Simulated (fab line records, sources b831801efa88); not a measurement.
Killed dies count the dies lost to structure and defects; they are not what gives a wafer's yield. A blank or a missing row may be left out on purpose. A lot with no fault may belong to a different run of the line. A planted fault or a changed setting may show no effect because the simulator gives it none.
Comparing a struck lot with a sound one	flow sky130	17 out of 708 route steps
Sound: wafers L332.1, L332.3, L332.4. Wafers struck: L326.3, L326.4, L326.6. The cause comes at the end.
Order at every step that has rows: each side's tool, ch and its chambers, its first start. Under that, the readings that differ: sound wafers	struck wafers	difference of the means	sigmas: that difference in standard deviations of wafers without a fault.
alike: readings whose means differ by less than 2 such deviations, and words and numbers that are the same on both sides. not compared: withheld readings, readings that some wafer has no value for, bounds like >300 that may hide the same value, and numbers for which the record gives no deviation and whose values overlap.
Wherever a step has rows on one side only, a row that says differs or no value, or a row with sigmas, the two part there. Numbers that have no deviation but don't overlap get no sigmas and don't part them. A reading that every wafer of one side lacks parts them only if that side has two wafers or more.

first, 5 steps without rows for these wafers: SKY_SD_N_COAT_02 (resist thk 1140 nm); SKY_SD_N_SOFTBAKE_03 (time 60 s); SKY_SD_N_EXPOSE_04 (exposes mask NSDM, target cd 380 nm); SKY_SD_N_PEB_05; SKY_SD_N_DEVELOP_06 (develop time 60 s).
SKY_SD_N_CD_MEAS_07: the cd target is 380 nm.
  struck on cd sem-01, day 31 16:46; sound on cd sem-01, day 33 13:29
  alike: cd nm
SKY_SD_N_OVL_MEAS_08:
  struck on overlay-02, day 31 16:52; sound on overlay-01, day 33 13:37
  alike: SD_N_OVL
then, 2 steps without rows for these wafers: SKY_SD_N_IMPLANT_09; SKY_SD_N_IMPLANT_10.
SKY_SD_N_STRIP_11: strips in O2/N2.
  sound on plasma asher-04 ch 0,1, day 33 13:56; struck on plasma asher-01 ch 0,1, day 31 17:13
reading	sound	struck	difference	sigmas
strip time to endpoint s (s)	22.42 22.44 22.45	22.54 22.55 22.56	+0.11	+3
  alike: drypump motor current A, oes product au
  not compared: rf hours counter h
SKY_SD_N_TW_MEAS_12:
  struck on film metro-04, day 31 17:19; sound on film metro-04, day 33 14:02
  alike: SD_N_TW
then, 1 step without rows for these wafers: SKY_SD_N_CLEAN_13 (cleans in SC1/SC2, time 150 s).
SKY_SD_N_RTA_14: time 2 s.
  sound on rtp anneal-02 ch 0, day 33 14:09; struck on rtp anneal-01 ch 0, day 31 17:26
reading	sound	struck	difference	sigmas
lamp power pct (%)	15.75 15.72 15.81	16.75 16.61 16.56	+0.88	+17
wafer_temp_C_max	1078.4 1077.8 1077.6	1110.5 1110.9 1113.8	+33.8	+23
SKY_SD_N_RS_MEAS_16: the measuring method here is four-point-probe.
  struck on film metro-04, day 31 17:40; sound on film metro-03, day 33 14:20
reading	sound	struck	difference	sigmas
SD_N_RS (ohm/sq)	68.57 68.61 68.65	62.63 62.97 62.67	-5.85	-39
SKY_SD_N_RS_MEAS_17: the measuring method here is four-point-probe.
  struck on film metro-04, day 31 17:47; sound on film metro-03, day 33 14:27
reading	sound	struck	difference	sigmas
SD_P_RS (ohm/sq)	146.3 146.2 146.5	118.0 118.4 118.3	-28.1	-65
SKY_SD_N_RS_MEAS_18: the measuring method here is four-point-probe.
  struck on film metro-04, day 31 17:55; sound on film metro-03, day 33 14:34
  alike: RES_XHIGH_RS
-- the record jumps here: 17 days lie between the struck wafers' starts before and after (it left off in module SD_N and takes up again in module PAD_OPEN, whose first step shown is number 708 of the route) --
SKY_PAD_OPEN_PROBE_99:
  struck on prober-01, day 48 14:55; sound on prober-01, day 49 23:13
reading	sound	struck	difference	sigmas
model.etest.res xhigh po.line ohm um	5359 5412 5495	4010 4185 4156	-1305	
model.etest.res xhigh po.rs ohm sq	1901 1908 1906	1387 1480 1438	-470	
model.etest.pfet_01v8.r on ohm um	2838 2857 2825	2439 2511 2467	-368	
model.etest.res pdiff.line ohm um	1351 1391 1360	1115 1126 1161	-233	
model.etest.res high po.line ohm um	748 734.4 748.6	582.3 597.9 598.5	-150.8	
model.etest.licon high po.rc ohm	346.1 340.7 329.5	228.1 240.8 244.3	-101.0	
model.etest.res ndiff.line ohm um	750.1 766.3 755.8	691.3 694.6 706.3	-60.0	
  alike: killed_at_M0_to_M3, killed_at_M4_up, killed at contacts, killed at front end, killed at other, killed dies, killed open, killed short
  not compared: model.etest.pfet g5v0d10v5.r on ohm um

## WHERE THEY PART
Earliest at SKY_SD_N_STRIP_11; latest, in this record, at SKY_SD_N_RS_MEAS_17. Later steps at which nothing parts them and some readings are alike: SKY_SD_N_RS_MEAS_18, SKY_PAD_OPEN_PROBE_99.

WHY: what the simulator had put in
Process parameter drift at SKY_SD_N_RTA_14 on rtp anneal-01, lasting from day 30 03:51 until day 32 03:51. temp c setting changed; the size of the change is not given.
